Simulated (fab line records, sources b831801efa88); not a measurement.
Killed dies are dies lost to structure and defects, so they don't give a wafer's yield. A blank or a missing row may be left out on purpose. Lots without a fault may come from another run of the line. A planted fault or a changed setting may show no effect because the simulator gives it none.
A struck lot beside a sound one | flow gf180mcu | 23 steps out of a route of 602
Sound: wafers L142.1, L142.3, L142.5. Struck: wafers L135.2, L135.3, L135.4. The cause comes at the end.
At each step with rows: each side's tool, then ch and its chambers, then its first start. Under that, the readings that differ: sound wafers | struck wafers | difference of the means | sigmas: that difference in standard deviations of wafers without a fault.
alike: readings whose means differ by less than 2 such deviations, and words and numbers that are the same on both sides. not compared: withheld readings, readings that some wafer has no value for, bounds like >300 that may hide the same value, and numbers for which the record gives no deviation and whose values overlap.
The two part at a step that has a row with sigmas, a row that says differs or no value, or rows on one side only. Numbers that don't overlap but have no deviation are shown without sigmas and don't part them. A reading that every wafer of one side lacks parts them only if that side has two wafers or more.

first, 5 steps without rows for these wafers: GF_NWELL_COAT_02 (resist thk 3000 nm); GF_NWELL_SOFTBAKE_03; GF_NWELL_EXPOSE_04 (exposes mask Nwell, target cd 860 nm); GF_NWELL_PEB_05; GF_NWELL_DEVELOP_06 (develop time 60 s).
GF_NWELL_OVL_MEAS_07:
  sound on overlay-02, day 7 15:05; struck on overlay-02, day 5 17:15
  alike: NWELL_OVL
then, 2 steps without rows for these wafers: GF_NWELL_IMPLANT_08; GF_NWELL_IMPLANT_09.
GF_NWELL_STRIP_10: strips in O2/N2.
  sound on plasma_asher-02 ch 0, day 7 15:25; struck on plasma_asher-01 ch 0,1, day 5 17:35
  alike: drypump_motor_current_A, heater_power_w, oes_product_au, strip_time_to_endpoint_s
  not compared: rf_hours_counter_h
GF_NWELL_TW_MEAS_11:
  sound on film_metro-03, day 7 15:31; struck on film_metro-03, day 5 17:41
  alike: NWELL_TW
then, 2 steps without rows for these wafers: GF_LVPWELL_DEHYDRATE_00 (time 60 s); GF_LVPWELL_HMDS_01 (prime time 60 s).
GF_LVPWELL_COAT_02: resist thk 3000 nm.
  sound on litho_track-01 ch 0, day 7 22:44; struck on litho_track-03 ch 0, day 5 23:59
  reading                                   | sound                | struck               | difference | sigmas
  spin_speed_rpm (rpm)                      | 1999.3 2000.4 1999.9 | 1934.3 1934.7 1936.5 | -64.7      | -46
  model.coat_of_LVPWELL_COAT_02.thk_nm (nm) | 2995 2997 2997       | 3041 3044 3047       | +48        |
  alike: chill_plate_temp_C
then, 3 steps without rows for these wafers: GF_LVPWELL_SOFTBAKE_03; GF_LVPWELL_EXPOSE_04 (exposes mask LVPWELL, target cd 600 nm); GF_LVPWELL_PEB_05.
GF_LVPWELL_DEVELOP_06: develop time 60 s.
  sound on litho_track-03 ch 0; struck on litho_track-03 ch 0
  reading                                   | sound          | struck         | difference | sigmas
  model.coat_of_LVPWELL_COAT_02.thk_nm (nm) | 2994 2996 2996 | 3040 3043 3046 | +48        |
  alike: chill_plate_temp_C
GF_LVPWELL_OVL_MEAS_07:
  sound on overlay-01, day 8 07:04; struck on overlay-02, day 6 07:49
  alike: LVPWELL_OVL
then, 2 steps without rows for these wafers: GF_LVPWELL_IMPLANT_08; GF_LVPWELL_IMPLANT_09.
GF_LVPWELL_STRIP_10: strips in O2/N2.
  sound on plasma_asher-02 ch 0,1, day 8 07:24; struck on plasma_asher-02 ch 0,1, day 6 08:09
  reading                      | sound             | struck            | difference | sigmas
  strip_time_to_endpoint_s (s) | 36.89 36.93 36.92 | 37.43 37.47 37.51 | +0.56      | +6
  alike: drypump_motor_current_A, heater_power_w, oes_product_au
  not compared: rf_hours_counter_h
GF_LVPWELL_TW_MEAS_11:
  sound on film_metro-04, day 8 07:30; struck on film_metro-03, day 6 08:16
  alike: LVPWELL_TW
-- the record jumps here: 26 days lie between the struck wafers' starts before and after (it left off in module LVPWELL and takes up again in module PASSIVATION, whose first step shown is number 602 of the route) --
GF_PASSIVATION_PROBE_99:
  the record has rows for the struck wafers here (prober-02, day 32 04:34) and none for the sound ones

WHERE THEY PART
First at GF_LVPWELL_COAT_02; last, within this record, at GF_PASSIVATION_PROBE_99.

WHY: what the simulator had put in
Process parameter drift: litho_track-03, from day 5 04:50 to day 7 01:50, at GF_LVPWELL_COAT_02. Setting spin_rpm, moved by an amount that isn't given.
